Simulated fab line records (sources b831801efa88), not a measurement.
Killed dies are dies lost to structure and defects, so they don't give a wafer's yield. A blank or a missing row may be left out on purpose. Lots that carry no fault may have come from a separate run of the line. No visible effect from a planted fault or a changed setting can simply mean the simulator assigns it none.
What tool caused it?    flow sky130    11 lots, 33 wafers sampled, at 6 steps of a route of 708

== WHAT THE GAUGES SHOWED, per wafer ==
SKY_SONOS_TUNNEL_CD_MEAS_07: target cd 410 nm. Usual: cd_nm at 410.6 nm, with a standard deviation of 2.4.
lot   measured      on         cd_nm (nm)         flag
L792  day 11 23:52  cd_sem-02  412.3 409.5 410.9  
L793  day 12 10:03  cd_sem-01  406.6 406.2 407.8  
L795  day 12 16:25  cd_sem-01  410.3 410.5 413.0  
L798  day 13 09:11  cd_sem-01  413.0 413.0 410.4  
L799  day 13 23:41  cd_sem-02  413.3 412.6 412.2  
L800  day 14 03:27  cd_sem-02  413.9 413.6 415.5  
L804  day 15 07:32  cd_sem-02  410.9 409.8 410.2  
L805  day 15 13:32  cd_sem-02  407.3 408.9 409.4  
L808  day 16 12:07  cd_sem-01  413.3 411.9 412.4  
L809  day 16 18:09  cd_sem-02  414.4 413.0 412.2  
L810  day 17 05:53  cd_sem-02  410.9 408.7 412.3  

SKY_CONTACT_RS_MEAS_25: measures by four-point-probe. Usual: CONTACT_W_RS 0.336 ohm/sq, standard deviation 0.0037.
lot   measured      on             CONTACT_W_RS (ohm/sq)  flag
L792  day 32 20:04  film_metro-04  0.339 0.338 0.338      
L793  day 33 00:26  film_metro-04  0.337 0.337 0.338      
L795  day 33 08:58  film_metro-02  0.341 0.340 0.335      
L798  day 33 17:20  film_metro-04  0.341 0.338 0.340      
L799  day 34 09:44  film_metro-04  0.337 0.335 0.339      
L800  day 34 13:41  film_metro-04  0.336 0.327 0.337      
L804  day 35 11:14  film_metro-02  0.337 0.336 0.333      
L805  day 36 09:50  film_metro-01  0.340 0.337 0.343      
L808  day 36 18:37  film_metro-04  0.227 0.228 0.332      OFF
L809  day 36 23:41  film_metro-02  0.228 0.331 0.228      OFF
L810  day 37 05:04  film_metro-04  0.232 0.336 0.335      OFF

SKY_CONTACT_THK_MEAS_26: measures by xrf. Usual: CONTACT_W_THK 349 nm, standard deviation 5.5.
lot   measured      on             CONTACT_W_THK (nm)  flag
L792  day 32 20:11  film_metro-04  347 348 349         
L793  day 33 00:33  film_metro-04  350 349 351         
L795  day 33 09:04  film_metro-02  340 341 345         
L798  day 33 17:26  film_metro-04  347 349 347         
L799  day 34 09:52  film_metro-04  352 352 347         
L800  day 34 13:49  film_metro-04  352 361 351         
L804  day 35 11:22  film_metro-02  351 352 354         
L805  day 36 09:56  film_metro-01  344 346 340         
L808  day 36 18:44  film_metro-04  524 517 354         OFF
L809  day 36 23:49  film_metro-02  527 359 523         OFF
L810  day 37 05:11  film_metro-04  501 344 347         OFF

== EACH LOT AND THE TOOL THAT RAN IT (in order: tool; ch and the chambers of the sampled wafers; start) ==
lot   SKY_FIELD_ISO_CMP_27          SKY_POLY_CUT_ETCH_11                SKY_CONTACT_CVD_24
L792  cmp-02 ch 0,1,2, day 2 15:19  rie_diel-01 ch 0,1,2, day 25 15:15  cvd_w-01 ch 0,1, day 32 19:56
L793  cmp-01 ch 0,1,2, day 3 02:47  rie_diel-04 ch 0,2,3, day 25 17:48  cvd_w-01 ch 0,1, day 33 00:19
L795  cmp-01 ch 0,2,3, day 3 09:45  rie_diel-02 ch 0,1,3, day 26 01:51  cvd_w-02 ch 0,1, day 33 08:50
L798  cmp-01 ch 0,3, day 3 17:27    rie_diel-01 ch 2,3, day 26 13:56    cvd_w-02 ch 0,1, day 33 17:11
L799  cmp-02 ch 1,3, day 4 03:22    rie_diel-04 ch 0,2,3, day 27 07:20  cvd_w-01 ch 0,1, day 34 09:38
L800  cmp-02 ch 0,1,2, day 4 07:22  rie_diel-02 ch 0,1,3, day 27 10:42  cvd_w-01 ch 0,1, day 34 13:35
L804  cmp-01 ch 0,2,3, day 5 02:11  rie_diel-01 ch 0,1,3, day 28 11:17  cvd_w-01 ch 0,1, day 35 11:08
L805  cmp-02 ch 0,2, day 5 06:29    rie_diel-02 ch 0,2,3, day 29 10:50  cvd_w-02 ch 0,1, day 36 09:43
L808  cmp-02 ch 2,3, day 5 20:40    rie_diel-02 ch 1,2,3, day 29 19:29  cvd_w-01 ch 0,1, day 36 18:29
L809  cmp-02 ch 0,2,3, day 6 01:10  rie_diel-04 ch 1,2,3, day 30 01:42  cvd_w-01 ch 0,1, day 36 23:35
L810  cmp-02 ch 1,2,3, day 6 06:56  rie_diel-04 ch 0,1,2, day 30 09:05  cvd_w-01 ch 0,1, day 37 04:57
- SKY_FIELD_ISO_CMP_27: polishes, stops on Si3N4, t overpolish 16 s, target thk 457.8 nm.
- SKY_POLY_CUT_ETCH_11: etches Si3N4 in CF4/CH2F2/Ar, stops on poly-Si, time 42.5 s, target depth 60 nm.
- SKY_CONTACT_CVD_24: deposits W, target thk 340 nm, time 102.12 s.

== WHAT THE TOOLS THEMSELVES READ (means of the sampled wafers that have a number; where no wafer has one, the mark that the record gives instead) ==
SKY_FIELD_ISO_CMP_27. Usual: motor_current_A 12.1 A, standard deviation 1.3; overpolish_run_s 15.999 s, standard deviation 0.0094; time_to_endpoint_s 111 s, standard deviation 3.9.
lot   tool    motor_current_A (A)  overpolish_run_s (s)  time_to_endpoint_s (s)  flag
L792  cmp-02  11.9                 15.989                106                     
L793  cmp-01  13.0                 15.996                111                     
L795  cmp-01  12.3                 16.003                112                     
L798  cmp-01  12.6                 15.990                105                     
L799  cmp-02  13.1                 15.999                113                     
L800  cmp-02  11.7                 16.006                111                     
L804  cmp-01  12.0                 15.994                114                     
L805  cmp-02  11.6                 16.004                110                     
L808  cmp-02  12.1                 15.994                112                     
L809  cmp-02  11.7                 15.997                107                     
L810  cmp-02  12.8                 16.003                113                     

SKY_POLY_CUT_ETCH_11. Usual: bias_w 149.9 W, standard deviation 0.43; ch2f2_flow_sccm 20.01 sccm, standard deviation 0.069; drypump_motor_current_A 5.9 A, standard deviation 0.46; oes_product_au 0.826 a.u., standard deviation 0.006; throttle_valve_pct 14.994 %, standard deviation 0.0093.
lot   tool         bias_w (W)  ch2f2_flow_sccm (sccm)  drypump_motor_current_A (A)  oes_product_au (a.u.)  throttle_valve_pct (%)  flag
L792  rie_diel-01  150.2       19.98                   6.3                          0.831                  14.995                  
L793  rie_diel-04  149.8       20.02                   5.8                          0.825                  14.995                  
L795  rie_diel-02  149.9       20.07                   5.6                          0.828                  14.985                  
L798  rie_diel-01  149.5       19.97                   6.1                          0.826                  15.000                  
L799  rie_diel-04  149.6       20.07                   5.8                          0.821                  15.001                  
L800  rie_diel-02  150.1       20.02                   5.6                          0.827                  14.980                  
L804  rie_diel-01  149.8       20.04                   6.1                          0.824                  14.991                  
L805  rie_diel-02  150.2       20.03                   6.0                          0.829                  14.991                  
L808  rie_diel-02  149.4       20.04                   5.7                          0.831                  15.008                  
L809  rie_diel-04  150.3       20.00                   5.9                          0.822                  14.987                  
L810  rie_diel-04  149.8       19.97                   6.0                          0.819                  14.993                  

SKY_CONTACT_CVD_24. Usual: heater_power_w at 841 W, with a standard deviation of 35.
lot   tool      heater_power_w (W)  flag
L792  cvd_w-01  853                 
L793  cvd_w-01  837                 
L795  cvd_w-02  791                 
L798  cvd_w-02  788                 
L799  cvd_w-01  844                 
L800  cvd_w-01  851                 
L804  cvd_w-01  844                 
L805  cvd_w-02  792                 
L808  cvd_w-01  858                 
L809  cvd_w-01  864                 
L810  cvd_w-01  849                 

== THE ANSWER, worked out from the rows above alone ==
Rule: a lot is off if the mean of its wafers that have a number lies more than 3 standard deviations from the usual mean. A lot without any number at a reading at which 4 lots or more have one is off too. All remaining lots with rows at the step are treated as sound. The gauges are gone through in route order, then the tools' own readings, and for those a lot's mean is taken as printed above. At the first step where some lot is off, the reading lying furthest off is the one used; lots without a number count as furthest.
Off: at SKY_CONTACT_RS_MEAS_25 (CONTACT_W_RS), L808, L809, L810.
If a tool, at a process step before that reading, ran all the lots that are off and no sound lot after the first of them, it fits. Gauges at SKY_CONTACT_RS_MEAS_25: tried the same way as those tools. Undecided on this evidence; 2 tools fit (cmp-02 at SKY_FIELD_ISO_CMP_27, cvd_w-01 at SKY_CONTACT_CVD_24).

== WHAT THE SIMULATOR HAD PUT IN ==
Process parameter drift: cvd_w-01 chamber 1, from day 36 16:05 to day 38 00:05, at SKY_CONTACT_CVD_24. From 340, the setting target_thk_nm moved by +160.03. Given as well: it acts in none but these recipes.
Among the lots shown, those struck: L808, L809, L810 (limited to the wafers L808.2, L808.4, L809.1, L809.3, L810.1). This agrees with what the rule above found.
